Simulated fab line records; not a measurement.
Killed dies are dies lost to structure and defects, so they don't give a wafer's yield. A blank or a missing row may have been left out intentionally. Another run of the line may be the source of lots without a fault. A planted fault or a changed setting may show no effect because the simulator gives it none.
fab line records	flow sky130
record: lots: 14	wafers: 42	last-day: 50
route steps=708 shown POLY_GATE@225 LOCAL_INTERCONNECT@399 VIA2@520 METAL3@566
lots that met no fault: from a run of the same line without faults
start-h: hours from the record's first day to the start of the lot's first wafer shown	wait-h: hours from the lot's prior step to this one	" same as the row above	L1.1+2: a row that stands for several wafers	- no value present, or no start provided	* or withheld: withheld	< > ~ a bound
route shown NAME@n: a module of which the file shows steps, and the number in the route of the first	usual: the fault-free wafers' mean and standard deviation	same: alike in all rows	chamber/n: place in a boat	sites: readings site by site	_std_site: standard deviation across them	_edge_site: outer sites' mean less inner sites'	radius-mm: how far each site lies from the wafer's centre	mask NAME#n: copy n	behind: the tool/chamber that last shaped the wafer	hold: reason for holding the lot/hours on hold/outcome of the hold	device: names the non-switching transistor (n, p or np)	end of line: the route-end tests of the same wafers	a step given without rows: its recipe and nothing more	killed: the dies lost at the first sort to structure and to defects; this is not the yield of the wafer	map: a wafer's dies, x killed, . not, _ none there
set.NAME: the run value of the setting; set.NAME@STEP: its run value at that earlier step	model.NAME: the simulator's own value behind a step, which no gauge read
the route's steps for a sample of lots (tables are steps, rows are wafers)
services: a tool's chamber out of use, with start hour (start-h, from the record's first day; less than 0 if before it), hours out, and reason
== steps ==
step: SKY_POLY_GATE_PEB_11
recipe: peb-temp-c: withheld	peb-time-s: withheld	resist: KrF-thick
usual: chill-plate-temp-C: *	exhaust-pa: 45.0/0.79
lot.wafer	tool	chamber	start-h	wait-h	chill-plate-temp-C	exhaust-pa
L163.1	litho-track-02	0	389	-	*	45.8
L163.3	"	0	"	"	*	44.6
L163.4	"	0	"	"	*	44.4
L164.2	litho-track-02	0	400	-	*	45.1
L164.4	"	0	"	"	*	45.4
L164.6	"	0	"	"	*	45.7
L166.2	litho-track-04	0	403	-	*	43.8
L166.3	"	0	"	"	*	45.0
L166.6	"	0	"	"	*	45.0
L168.2	litho-track-02	-	423	-	-	-
L168.3	"	-	"	"	-	-
L168.6	"	-	"	"	-	-
L167.2	litho-track-01	-	424	-	-	-
L167.3	"	-	"	"	-	-
L167.4	"	-	"	"	-	-
L175.2	litho-track-01	0	496	-	*	44.9
L175.3	"	0	"	"	*	43.1
L175.5	"	0	"	"	*	44.6
L176.2	litho-track-04	0	500	-	*	44.2
L176.4	"	0	"	"	*	44.2
L176.6	"	0	"	"	*	44.7
L177.1	litho-track-04	0	506	-	*	46.0
L177.2	"	0	"	"	*	45.4
L177.4	"	0	"	"	*	45.7
L178.2	litho-track-02	0	519	-	*	46.1
L178.4	"	0	"	"	*	45.8
L178.6	"	0	"	"	*	45.9
L179.2	litho-track-02	0	527	-	*	44.9
L179.4	"	0	"	"	*	44.4
L179.6	"	0	"	"	*	43.9
L180.1	litho-track-02	0	537	-	*	45.5
L180.5	"	0	"	"	*	46.2
L180.6	"	0	"	"	*	45.1
L182.1	litho-track-01	0	554	-	*	45.0
L182.4	"	0	"	"	*	44.9
L182.5	"	0	"	"	*	45.8
L183.1	litho-track-04	0	556	-	*	46.3
L183.3	"	0	557	-	*	44.2
L183.4	"	0	"	"	*	45.9
L184.2	litho-track-01	0	562	-	*	45.9
L184.4	"	0	"	"	*	45.0
L184.5	"	0	"	"	*	45.8
step: SKY_LOCAL_INTERCONNECT_OVL_MEAS_12
usual: LOCAL_INTERCONNECT_OVL: -4/5.1
lot.wafer	tool	chamber	start-h	wait-h	LOCAL_INTERCONNECT_OVL[nm]
L163.1	overlay-01	-	725.80	0.1	-7
L163.3	"	-	"	"	-1
L163.4	"	-	"	"	-11
L164.2	overlay-01	-	736.10	0.1	2
L164.4	"	-	"	"	-4
L164.6	"	-	"	"	0
L166.2	overlay-01	-	736.89	0.1	-6
L166.3	"	-	"	"	-3
L166.6	"	-	"	"	-5
L175.2	overlay-01	-	816.25	0.1	-5
L175.3	"	-	"	"	-1
L175.5	"	-	"	"	-6
L176.2	overlay-01	-	822.25	0.1	-6
L176.4	"	-	"	"	-5
L176.6	"	-	"	"	2
L177.1	overlay-01	-	823.51	0.1	-8
L177.2	"	-	"	"	-9
L177.4	"	-	"	"	-3
L178.2	overlay-01	-	840.20	0.1	-7
L178.4	"	-	"	"	-6
L178.6	"	-	"	"	-4
L179.2	overlay-02	-	845.31	0.1	-7
L179.4	"	-	"	"	-7
L179.6	"	-	"	"	-1
L180.1	overlay-02	-	853.17	0.1	0
L180.5	"	-	"	"	4
L180.6	"	-	"	"	-1
L182.1	overlay-02	-	868.55	0.1	-2
L182.4	"	-	"	"	0
L182.5	"	-	"	"	1
L183.1	overlay-01	-	871.06	0.1	-13
L183.3	"	-	"	"	-13
L183.4	"	-	"	"	-5
L184.2	overlay-02	-	874.75	0.1	-15
L184.4	"	-	"	"	-17
L184.5	"	-	"	"	-6
step: SKY_VIA2_OVL_MEAS_13
usual: VIA2_OVL: -2/6.1
lot.wafer	tool	chamber	start-h	wait-h	VIA2_OVL[nm]
L163.1	overlay-02	-	865.35	0.1	-4
L163.3	"	-	"	"	1
L163.4	"	-	"	"	-1
L164.2	overlay-02	-	874.51	0.1	-19
L164.4	"	-	"	"	-10
L164.6	"	-	"	"	-7
L166.2	overlay-01	-	875.10	0.1	1
L166.3	"	-	"	"	-8
L166.6	"	-	"	"	1
L175.2	overlay-02	-	953.65	0.1	-2
L175.3	"	-	"	"	4
L175.5	"	-	"	"	2
L176.2	overlay-01	-	957.56	0.1	0
L176.4	"	-	"	"	-5
L176.6	"	-	"	"	-7
L177.1	overlay-02	-	959.51	0.1	5
L177.2	"	-	"	"	3
L177.4	"	-	"	"	0
L178.2	overlay-01	-	973.91	0.1	7
L178.4	"	-	"	"	0
L178.6	"	-	"	"	5
L179.2	overlay-02	-	978.86	0.1	8
L179.4	"	-	"	"	1
L179.6	"	-	"	"	12
L180.1	overlay-02	-	987.31	0.1	-8
L180.5	"	-	"	"	2
L180.6	"	-	"	"	3
L182.1	overlay-02	-	1000.60	0.1	-8
L182.4	"	-	"	"	3
L182.5	"	-	"	"	2
L183.1	overlay-02	-	1003.11	0.1	-8
L183.3	"	-	"	"	5
L183.4	"	-	"	"	-5
L184.2	overlay-01	-	1005.85	0.1	-13
L184.4	"	-	"	"	-6
L184.5	"	-	"	"	-5
step: SKY_METAL3_ETCH_16
recipe: chemistry: N2/H2	target: BARC	ion-energy-ev: 200	bias-w: 100	pressure-mtorr: 30	n2-flow-sccm: 100	h2-flow-sccm: 200	icp-w: 500	stop-on: SiO2	time-s: 88.2	target-depth-a: 600
usual: drypump-motor-current-A: 5.5/0.46	n2-flow-sccm: 100.02/0.28	oes-product-au: 0.626/0.005	rf-fwd-power-W: 496.9/1.7	throttle-valve-pct: 13.204/0.0093
lot.wafer	tool	chamber	start-h	wait-h	drypump-motor-current-A	n2-flow-sccm	oes-product-au	rf-fwd-power-W	rf-hours-counter-h	throttle-valve-pct
L163.1	rie-metal-03	0	918.99	0.0	5.3	99.61	0.635	500.4	11	13.217
L163.3	"	1	"	"	6.2	100.12	0.633	494.9	-	13.207
L163.4	"	0	"	"	5.3	99.90	0.622	499.6	-	13.210
L164.2	rie-metal-01	0	927.59	0.0	5.5	100.22	0.622	497.7	10	13.200
L164.4	"	0	"	"	5.5	100.10	0.631	496.9	-	13.205
L164.6	"	1	"	"	5.4	100.06	0.632	494.6	-	13.213
L166.2	rie-metal-03	0	928.07	0.0	5.2	100.06	0.624	495.0	12	13.210
L166.3	"	1	"	"	6.3	100.11	0.622	495.6	-	13.210
L166.6	"	1	"	"	6.3	99.95	0.630	492.4	-	13.210
L175.2	rie-metal-03	1	1004.47	0.0	6.2	100.61	0.626	496.1	19	13.198
L175.3	"	1	"	"	6.2	100.37	0.625	496.0	-	13.203
L175.5	"	1	"	"	6.2	100.48	0.625	495.4	-	13.211
L176.2	rie-metal-01	1	1007.42	0.0	5.4	99.42	0.621	499.8	12	13.220
L176.4	"	1	"	"	5.3	99.65	0.625	498.0	-	13.191
L176.6	"	0	"	"	5.5	100.00	0.623	497.6	-	13.200
L177.1	rie-metal-02	1	1009.57	0.0	4.9	99.87	0.619	494.5	21	13.214
L177.2	"	0	"	"	5.4	99.88	0.621	497.4	3	13.191
L177.4	"	1	"	"	4.9	99.76	0.628	497.2	-	13.195
L178.2	rie-metal-01	1	1022.89	0.0	5.4	99.62	0.627	496.8	12	13.213
L178.4	"	0	"	"	5.5	100.07	0.626	499.6	-	13.204
L178.6	"	1	"	"	5.3	99.42	0.623	496.7	-	13.208
L179.2	rie-metal-02	0	1028.12	0.0	5.4	100.31	0.631	496.9	5	13.192
L179.4	"	0	"	"	5.4	100.18	0.625	495.8	-	13.205
L179.6	"	0	"	"	5.4	99.95	0.626	498.6	-	13.208
L180.1	rie-metal-03	0	1036.67	0.0	5.2	100.49	0.613	496.5	18	13.206
L180.5	"	1	"	"	6.3	100.19	0.621	495.3	-	13.200
L180.6	"	0	"	"	5.2	100.25	0.632	498.4	-	13.200
L182.1	rie-metal-03	1	1048.89	0.0	6.3	100.02	0.630	498.7	22	13.206
L182.4	"	0	"	"	5.2	99.92	0.622	496.8	-	13.202
L182.5	"	0	"	"	5.2	100.12	0.635	497.7	-	13.197
L183.1	rie-metal-03	0	1051.87	0.0	5.2	100.07	0.625	500.1	19	13.210
L183.3	"	1	"	"	6.3	100.31	0.632	499.9	-	13.216
L183.4	"	0	"	"	5.2	100.22	0.617	495.2	-	13.197
L184.2	rie-metal-03	1	1053.09	0.0	6.3	99.93	0.616	495.7	23	13.221
L184.4	"	1	"	"	6.3	100.12	0.623	495.8	-	13.182
L184.5	"	0	"	"	5.2	99.88	0.631	496.8	-	13.207
== services ==
tool	chamber	start-h	hours	kind
rie-metal-03	1	369.00	5.0	repair
rie-metal-03	1	433.45	-	clean
rie-metal-03	1	433.45	-	consumable-replace:focus-ring
rie-metal-03	1	433.45	15.3	scheduled-down
rie-metal-03	1	433.45	15.3	vent-cycle
rie-metal-03	-	511.79	0.2	repair
rie-metal-01	-	598.42	1.4	pm
rie-metal-03	0	601.63	-	clean
rie-metal-03	0	601.63	18.8	scheduled-down
rie-metal-03	0	601.63	18.8	vent-cycle
rie-metal-02	0	664.45	26.6	repair
rie-metal-01	-	720.72	0.9	repair
rie-metal-03	-	739.32	0.2	repair
rie-metal-01	1	761.54	16.6	repair
rie-metal-03	1	788.59	12.4	repair
rie-metal-01	0	861.09	6.1	repair
rie-metal-02	-	871.95	1.4	pm
litho-track-01	-	883.41	-	consumable-replace:filter
rie-metal-02	1	908.73	5.3	repair
rie-metal-02	-	911.45	2.8	pm
rie-metal-01	1	920.42	2.7	repair
rie-metal-03	-	974.93	0.3	repair
rie-metal-01	-	975.51	2.8	pm
rie-metal-01	-	1007.54	14.6	pm
== key ==
first-sign: step: SKY_POLY_GATE_PEB_11	reading: tool-record	direction: missing
effect none on later readings
met-at SKY_POLY_GATE_PEB_11
struck-lots L167,L168
later-rows-left-out L167.2,L167.3,L167.4,L168.2,L168.3,L168.6
sort-left-out L167.2,L167.3,L167.4,L168.2,L168.3,L168.6
tester-left-out L167,L168
not-acting-at SKY_LOCAL_INTERCONNECT_OVL_MEAS_12,SKY_VIA2_OVL_MEAS_13,SKY_METAL3_ETCH_16
onset-between 400 423
fault: kind: skipped-step-whole	tool: litho-track-01,litho-track-02	chamber: -	onset-h: 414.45	steps: SKY_POLY_GATE_PEB_11	scope: struck-lots-only
tester-left-out: of these lots the tester's yield and bins aren't shown, on N5 and GAA mostly nor the transistor test; their killed dies are dies lost to structure and defects alone, not to doping, threshold or leakage, so they don't give the yield
sort-left-out: the simulated sort isn't trusted on such a fault, so these wafers' sort isn't shown, and their yield isn't known
later-rows-left-out: the simulator's readings of these wafers behind a module that went badly wrong aren't trusted and aren't shown, but for the sort
